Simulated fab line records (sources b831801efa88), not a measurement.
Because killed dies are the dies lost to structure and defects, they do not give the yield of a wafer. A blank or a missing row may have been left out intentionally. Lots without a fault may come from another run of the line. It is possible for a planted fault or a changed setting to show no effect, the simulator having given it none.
The tool behind it: which one? ; flow sky130 ; 24 lots, 72 wafers sampled, at 4 steps of a route of 708

== WHAT THE GAUGES READ, wafer by wafer ==
SKY_VIA3_THK_MEAS_23: measures by xrf.
lot;measured;on;VIA3_W_THK (nm)
L074;day 39 11:44;film metro-04;409 409 404
L075;day 40 02:02;film metro-04;403 402 399
L076;day 40 03:43;film metro-04;406 402 410
L077;day 40 15:10;film metro-03;409 404 406
L078;day 40 17:35;film metro-04;403 403 401
L079;day 41 18:15;film metro-02;389 392 388
L080;day 41 22:38;film metro-02;395 395 393
L081;day 42 00:30;film metro-03;410 411 411
L082;day 42 03:47;film metro-03;409 406 411
L083;day 43 02:48;film metro-03;409 409 411
L084;day 43 04:29;film metro-02;378 394 391
L086;day 43 17:59;film metro-03;412 406 409
L085;day 43 21:28;film metro-04;396 388 386
L087;day 43 22:55;film metro-02;384 391 383
L088;day 44 05:13;film metro-03;412 404 409
L089;day 44 05:34;film metro-04;401 407 393
L090;day 44 05:36;film metro-02;399 393 391
L092;day 44 22:31;film metro-03;396 404 408
L091;day 45 00:14;film metro-04;404 400 402
L093;day 45 04:46;film metro-03;405 411 408
L094;day 45 23:47;film metro-04;397 394 396
L096;day 46 03:35;film metro-02;392 394 393
L095;day 46 03:53;film metro-02;398 393 393
L097;day 46 05:31;film metro-02;390 394 390

SKY_METAL4_CD_MEAS_13 targets a cd of 300 nm.
lot;measured;on;cd nm (nm)
L074;day 41 14:43;cd sem-02;299.9 300.8 298.7
L075;day 42 03:13;cd sem-01;302.6 303.2 302.9
L076;day 42 05:14;cd sem-01;301.2 299.7 300.0
L077;day 42 15:35;cd sem-02;301.1 301.1 301.6
L078;day 42 22:05;cd sem-02;300.0 300.2 299.7
L079;day 43 17:34;cd sem-01;302.1 301.4 301.4
L080;day 43 22:17;cd sem-01;301.0 300.9 301.8
L081;day 44 00:07;cd sem-01;301.0 300.2 301.2
L082;day 44 03:07;cd sem-02;299.7 300.2 300.8
L083;day 45 02:43;cd sem-01;302.9 300.5 301.8
L084;day 45 03:26;cd sem-01;299.7 299.7 300.1
L086;day 45 13:04;cd sem-01;298.9 300.8 301.3
L085;day 45 18:44;cd sem-01;300.0 299.8 300.1
L087;day 45 19:53;cd sem-02;298.3 298.2 299.1
L088;day 46 01:10;cd sem-02;299.0 299.8 300.3
L089;day 46 01:40;cd sem-02;300.1 301.4 300.4
L090;day 46 02:01;cd sem-02;300.3 301.7 300.9
L092;day 46 18:45;cd sem-02;304.0 300.6 301.3
L091;day 46 19:28;cd sem-01;301.6 301.6 300.4
L093;day 46 23:58;cd sem-01;303.1 304.0 303.6
L094;day 47 17:05;cd sem-02;300.3 300.6 301.0
L096;day 47 21:11;cd sem-02;303.1 303.1 300.4
L095;day 47 21:13;cd sem-01;300.0 298.6 298.2
L097;day 47 22:20;cd sem-02;300.4 300.4 300.9

== TOOL THAT RAN EACH LOT (tool first, then ch and the chambers of the sampled wafers, then the start) ==
lot;SKY_METAL2_SPUTTER_00;SKY_VIA3_CVD_21
L074;pvd sputter-04, day 33 23:02;cvd w-01 ch 0,1, day 39 11:31
L075;pvd sputter-03, day 34 11:43;cvd w-01 ch 0,1, day 40 01:47
L076;pvd sputter-03, day 34 13:44;cvd w-02 ch 0,1, day 40 03:28
L077;pvd sputter-03, day 35 01:26;cvd w-02 ch 0,1, day 40 14:56
L078;pvd sputter-03, day 35 04:58;cvd w-02 ch 0,1, day 40 17:21
L079;pvd sputter-04, day 36 06:33;cvd w-02 ch 0,1, day 41 18:00
L080;pvd sputter-04, day 36 09:55;cvd w-02 ch 0,1, day 41 22:22
L081;pvd sputter-03, day 36 11:55;cvd w-01 ch 0,1, day 42 00:16
L082;pvd sputter-01, day 36 16:39;cvd w-01 ch 0,1, day 42 03:34
L083;pvd sputter-04, day 37 16:26;cvd w-01 ch 0,1, day 43 02:34
L084;pvd sputter-03, day 37 18:37;cvd w-02 ch 0,1, day 43 04:14
L086;pvd sputter-01, day 38 11:51;cvd w-01 ch 0,1, day 43 17:45
L085;pvd sputter-04, day 38 12:37;cvd w-02 ch 0,1, day 43 21:13
L087;pvd sputter-04, day 38 15:17;cvd w-02 ch 0,1, day 43 22:40
L088;pvd sputter-01, day 38 17:19;cvd w-01 ch 0,1, day 44 04:58
L089;pvd sputter-04, day 38 23:17;cvd w-02 ch 0,1, day 44 05:18
L090;pvd sputter-04, day 39 01:19;cvd w-01 ch 0,1, day 44 05:21
L092;pvd sputter-04, day 39 17:44;cvd w-01 ch 0,1, day 44 22:16
L091;pvd sputter-01, day 39 20:07;cvd w-02 ch 0,1, day 44 23:59
L093;pvd sputter-01, day 39 23:15;cvd w-01 ch 0,1, day 45 04:31
L094;pvd sputter-04, day 40 21:47;cvd w-02 ch 0,1, day 45 23:32
L096;pvd sputter-03, day 41 00:47;cvd w-01 ch 0,1, day 46 03:22
L095;pvd sputter-04, day 41 01:08;cvd w-01 ch 0,1, day 46 03:40
L097;pvd sputter-03, day 41 04:22;cvd w-01 ch 0,1, day 46 05:16
- SKY_METAL2_SPUTTER_00: material Ti, target thk 15 nm, time 10 s.
- SKY_VIA3_CVD_21: deposits W, target thk 390 nm, time 117.31 s.

== AS READ BY THE TOOLS THEMSELVES (means over the sampled wafers that have a number; for cases with no such wafer, the mark the record gives instead) ==
SKY_METAL2_SPUTTER_00.
lot;tool;throttle valve pct (%)
L074;pvd sputter-04;30.3
L075;pvd sputter-03;29.8
L076;pvd sputter-03;29.7
L077;pvd sputter-03;29.6
L078;pvd sputter-03;29.3
L079;pvd sputter-04;30.9
L080;pvd sputter-04;29.5
L081;pvd sputter-03;29.2
L082;pvd sputter-01;30.3
L083;pvd sputter-04;30.3
L084;pvd sputter-03;29.6
L086;pvd sputter-01;31.0
L085;pvd sputter-04;29.6
L087;pvd sputter-04;30.2
L088;pvd sputter-01;30.2
L089;pvd sputter-04;30.2
L090;pvd sputter-04;30.1
L092;pvd sputter-04;29.5
L091;pvd sputter-01;30.4
L093;pvd sputter-01;30.5
L094;pvd sputter-04;29.7
L096;pvd sputter-03;29.8
L095;pvd sputter-04;29.0
L097;pvd sputter-03;29.4

SKY_VIA3_CVD_21.
lot;tool;heater power w (W)
L074;cvd w-01;932
L075;cvd w-01;918
L076;cvd w-02;763
L077;cvd w-02;770
L078;cvd w-02;791
L079;cvd w-02;775
L080;cvd w-02;762
L081;cvd w-01;908
L082;cvd w-01;940
L083;cvd w-01;948
L084;cvd w-02;786
L086;cvd w-01;903
L085;cvd w-02;767
L087;cvd w-02;767
L088;cvd w-01;914
L089;cvd w-02;787
L090;cvd w-01;922
L092;cvd w-01;926
L091;cvd w-02;771
L093;cvd w-01;909
L094;cvd w-02;766
L096;cvd w-01;918
L095;cvd w-01;913
L097;cvd w-01;924

== THE ANSWER, worked out from the rows above alone ==
Rule: the lots themselves supply what counts as usual. Put in order of their means at a reading, lots are off if they are a third of the lots or fewer, leave a main group of 4 or more, and stand apart from it by a gap of 3 or more times the standard deviation of the main group's means; of several such gaps the widest counts. The tables above print the reading to a certain number of digits; a main group whose means all agree to those digits is not used. Also off: a lot with no number at a reading for which 4 or more lots have one. Any other lot the step has rows for is counted as sound. After the gauges, taken in route order, come the tools' own readings; for these a lot's mean is taken, as printed above. The first step at which some lot is off is used, and at that step the reading that is off furthest; a lot without a number counts as furthest.
Across all readings shown, no lot is off: no conclusion can be drawn from this.

== WHAT THE SIMULATOR HAD PUT IN ==
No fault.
